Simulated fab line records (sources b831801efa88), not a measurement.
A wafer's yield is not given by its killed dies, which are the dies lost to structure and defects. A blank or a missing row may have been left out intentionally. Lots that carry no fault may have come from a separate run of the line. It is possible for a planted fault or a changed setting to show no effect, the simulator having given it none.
Matching of chambers / flow sfq-line / 4 sister chambers for SFQ_TRILAYER_I2_CMP_CMP_064 on cmp-02
The step polishes SiO2. 7 wafers are shown with their chamber, then 7 later ones without.

## WAFERS PAIRED WITH THEIR CHAMBERS
wafer=L944.4; chamber=0; motor-current-A (A)=9.5; time-to-endpoint-s (s)=227
wafer=L948.1; chamber=3; motor-current-A (A)=11.3; time-to-endpoint-s (s)=209
wafer=L948.2; chamber=2; motor-current-A (A)=8.9; time-to-endpoint-s (s)=204
wafer=L949.4; chamber=1; motor-current-A (A)=10.0; time-to-endpoint-s (s)=201
wafer=L949.5; chamber=2; motor-current-A (A)=9.6; time-to-endpoint-s (s)=202
wafer=L949.6; chamber=3; motor-current-A (A)=11.3; time-to-endpoint-s (s)=219
wafer=L956.5; chamber=1; motor-current-A (A)=10.0; time-to-endpoint-s (s)=203

## WAFERS MISSING THEIR CHAMBER
wafer=L956.6; motor-current-A (A)=9.4; time-to-endpoint-s (s)=225
wafer=L963.3; motor-current-A (A)=9.8; time-to-endpoint-s (s)=213
wafer=L963.1; motor-current-A (A)=10.0; time-to-endpoint-s (s)=219
wafer=L963.6; motor-current-A (A)=9.2; time-to-endpoint-s (s)=212
wafer=L965.2; motor-current-A (A)=9.7; time-to-endpoint-s (s)=208
wafer=L965.4; motor-current-A (A)=10.2; time-to-endpoint-s (s)=216
wafer=L965.5; motor-current-A (A)=9.8; time-to-endpoint-s (s)=214

## THE CHAMBER EACH PASSED THROUGH
wafer=L956.6; from the rows above=0; in truth=0
wafer=L963.3; from the rows above=can't be placed: 1 or 2 or 0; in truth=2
wafer=L963.1; from the rows above=can't be placed: 0 or 1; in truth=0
wafer=L963.6; from the rows above=can't be placed: 2 or 1 or 0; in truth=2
wafer=L965.2; from the rows above=can't be placed: 1 or 2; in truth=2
wafer=L965.4; from the rows above=can't be placed: 1 or 0 or 3 or 2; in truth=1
wafer=L965.5; from the rows above=can't be placed: 1 or 2 or 0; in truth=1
Placed correctly: 1 of 7. From these rows, 6 cannot be placed; in 6 the true chamber is one of the candidates. Placed wrongly: 0.
How it was worked out, from the rows above alone: a wafer's distance from a chamber is the root of the sum, over the readings, of the square of ((its reading less the chamber's mean) divided by the reading's scatter). If the next closest chamber is less than 2 further off than the closest, the wafer can't be placed; otherwise it belongs to the closest. The mean given for a chamber averages the wafers shown for that chamber. The scatter is the square root of a quotient: the sum, over the shown wafers, of each reading's squared deviation from its chamber's mean, divided by wafers minus chambers.
